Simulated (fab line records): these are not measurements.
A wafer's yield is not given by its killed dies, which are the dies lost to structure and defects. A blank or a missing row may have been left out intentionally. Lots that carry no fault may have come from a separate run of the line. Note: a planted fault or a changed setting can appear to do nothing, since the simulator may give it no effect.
Struck lot and sound lot, side by side | flow sky130 | 15 steps out of a route of 708
Sound: wafers L626.2, L626.3, L626.5. Struck: wafer L639.3 (L639.1, L639.4, from the same lot, were not struck and are left out); the cause is given at the end.
Order at every step that has rows: each side's tool, ch and its chambers, its first start. Under that, the readings that differ: sound wafers | struck wafers | difference of the means | sigmas: that difference in standard deviations of wafers without a fault.
alike: readings whose means differ by less than 2 such deviations, and words and numbers that are the same on both sides. not compared: withheld readings, readings that some wafer has no value for, bounds like >300 that may hide the same value, and numbers for which the record gives no deviation and whose values overlap.
A row with sigmas, a row that says differs or no value, or rows on one side alone: a step with any of these is where the two part. Numbers that have no deviation but don't overlap get no sigmas and don't part them. Lack of a reading on every wafer of one side parts them only where that side has two or more wafers.

SKY_LOCAL_INTERCONNECT_CD_MEAS_11 targets a cd of 170 nm.
  sound on cd_sem-01 at day 30 16:36; struck on cd_sem-02 at day 34 12:50
  alike: cd_nm
SKY_LOCAL_INTERCONNECT_OVL_MEAS_12:
  sound on overlay-02 at day 30 16:42; struck on overlay-02 at day 34 12:57
  alike: LOCAL_INTERCONNECT_OVL
SKY_LOCAL_INTERCONNECT_ETCH_13: etches BARC in N2/H2, stops on SiO2, time 45.9 s, target depth 60 nm.
  sound on rie_metal-02 ch 0, day 30 16:45; struck on rie_metal-01 ch 0, day 34 12:59
  reading             | sound             | struck | difference | sigmas
  h2_flow_sccm (sccm) | 200.7 200.6 201.4 | 199.4  | -1.5       | -3
  rf_fwd_power_W (W)  | 493.0 491.4 490.4 | 495.5  | +3.9       | +2
  alike: drypump_motor_current_A, oes_product_au, throttle_valve_pct
  not compared: rf_hours_counter_h
SKY_LOCAL_INTERCONNECT_METAL_ETCH_14: etches TiN in Cl2/BCl3, stops on PSG, target depth 110 nm, time 31.4 s.
  sound on rie_metal-02 ch 0, day 30 16:53; struck on rie_metal-01 ch 0, day 34 13:03
  alike: drypump_motor_current_A, oes_product_au, rf_fwd_power_W, throttle_valve_pct
  not compared: rf_hours_counter_h
SKY_LOCAL_INTERCONNECT_STRIP_15: strips in O2/N2.
  sound on plasma_asher-03 ch 0,1, day 30 16:58; struck on plasma_asher-03 ch 1, day 34 13:06
  alike: drypump_motor_current_A, oes_product_au, strip_time_to_endpoint_s
  not compared: rf_hours_counter_h
then, 3 steps without rows for these wafers: SKY_LOCAL_INTERCONNECT_STRIP_16 (strips in post etch residue remover, time 1200 s); SKY_LOCAL_INTERCONNECT_CLEAN_17 (cleans in IPA, time 180 s); SKY_LOCAL_INTERCONNECT_CLEAN_18 (cleans in O3/DIW).
SKY_CONTACT_CVD_00: deposits Si3N4, target thk 75 nm.
  sound on pecvd-02 ch 0,2, day 30 17:33; struck on pecvd-01 ch 2, day 34 13:41
  alike: heater_power_w, rf_fwd_power_W
SKY_CONTACT_THK_MEAS_01:
  sound on film_metro-02 at day 30 17:36; struck on film_metro-02 at day 34 13:44
  alike: CONTACT_CVD_00_THK
then, 1 step without rows for these wafers: SKY_CONTACT_HDPCVD_02 (deposits SiO2, target thk 565 nm, time 94.2 s).
SKY_CONTACT_THK_MEAS_03:
  sound on film_metro-04 at day 30 17:44; struck on film_metro-04 at day 34 13:52
  alike: CONTACT_HDPCVD_THK
SKY_CONTACT_CMP_04: polishes SiO2.
  sound on cmp-01 ch 0,1, day 30 17:50; struck on cmp-02 ch 2, day 34 13:58
  reading                | sound    | struck | difference | sigmas
  time_to_endpoint_s (s) | 74 82 83 | 41     | -39        | -9
  alike: motor_current_A, platen_rpm
SKY_CONTACT_BOW_MEAS_05:
  sound on film_metro-02 at day 30 18:06; struck on film_metro-04 at day 34 14:13
  alike: CONTACT_BOW
SKY_PAD_OPEN_PROBE_99:
  the record has rows for the sound wafers here (prober-02, day 46 00:33) and none for the struck ones

== WHERE THEY PART ==
At SKY_LOCAL_INTERCONNECT_ETCH_13 first; at SKY_PAD_OPEN_PROBE_99 last (within this record only).

WHY: what had been put in by the simulator
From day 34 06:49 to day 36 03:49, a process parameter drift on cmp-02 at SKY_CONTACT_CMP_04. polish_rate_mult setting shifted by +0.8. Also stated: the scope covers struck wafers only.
